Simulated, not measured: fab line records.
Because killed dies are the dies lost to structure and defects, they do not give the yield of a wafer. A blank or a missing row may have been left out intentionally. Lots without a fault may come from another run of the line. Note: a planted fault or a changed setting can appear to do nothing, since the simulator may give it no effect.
Problem report in the 8D (eight disciplines) form, filled by code / flow sky130 / the parts of the form that need people (team, actions taken, sign-off) are left out

== 1. THE ISSUE ==
At SKY_LDD_HVP_SOFTBAKE_03, heater-power-total-W averages 57.24 W over 6 wafers from 2 lots, while fault-free wafers read 56.59 W, standard deviation 0.046. That puts it +14 standard deviations away from the usual mean.
The step: time 60 s.
First seen on wafer L764.3, day 23 23:55, on litho-track-02. At this step, 39 wafers from 13 lots have a number in the record. Rule for "out" (also "out of limits"): further than 4 standard deviations from the usual mean. The rest of the wafers with a number are treated as sound.

== 2. WHAT IT IS; WHAT IT IS NOT ==
question=which readings at this step | is=heater-power-total-W, plate-temp-C | is not=-
question=which lots | is=L764, L765 | is not=L756, L757, L763, L769, L771, L773, L774, L775, L777, L778, L779
question=which wafers of those lots | is=all that have a number | is not=-
question=read on which tools | is=litho-track-02 | is not=litho-track-03, litho-track-04
question=when | is=from day 23 23:55 | is not=up to then (9 sound wafers); but 24 sound wafers of L769, L771, L773, L774, L775, L777, L778, L779 came after

== 3. WHAT RULES OUT EACH SUSPECT ==
Counting: a tool at any process step up to the reading remains a suspect when it ran all the lots that are out and ran no sound lot after the first of those.
- litho-track-02 at SKY_LDD_HVP_SOFTBAKE_03 (time 60 s): ruled out as a lasting fault. The sound lots L774, L778 went through it after L764, its earliest lot that is out (day 23 23:55).
Left after counting: nothing in the record.

== 4. THE CAUSE (what the simulator had put in) ==
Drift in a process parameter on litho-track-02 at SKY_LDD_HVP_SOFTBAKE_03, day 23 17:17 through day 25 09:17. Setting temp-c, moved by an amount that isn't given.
Counting ruled it out, wrongly.

== 5. SEQUENCE OF EFFECTS, ordered by route ==
Rows list readings where the struck wafers' mean (over those with a number) sits beyond 3 standard deviations from the usual. Readings are gone through only where the record gives a usual standard deviation; hours: the median, over the lots, of the time from a lot's start at the first step in this table giving one to that lot's start at this step; sigmas: the change measured in usual standard deviations.
hours=0; step=SKY_LDD_HVP_SOFTBAKE_03; reading=heater-power-total-W; usual=56.59 W; on struck wafers=57.24; change=+0.65; sigmas=+14
hours=0; step=SKY_LDD_HVP_SOFTBAKE_03; reading=plate-temp-C; usual=90.03 C; on struck wafers=90.78; change=+0.75; sigmas=+5.4
It contains these process steps:
- SKY_LDD_HVP_SOFTBAKE_03: time 60 s.
At these later measuring or inspecting steps, every struck wafer for which the step has a row has a number for every such reading, and none has moved that far: SKY_POLY_CUT_OVL_MEAS_09.

== 6. HOW IT WOULD HAVE BEEN CAUGHT EARLIER ==
In this record the first reading out of limits was taken at day 23 23:55, 7 hours after the fault began at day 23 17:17.
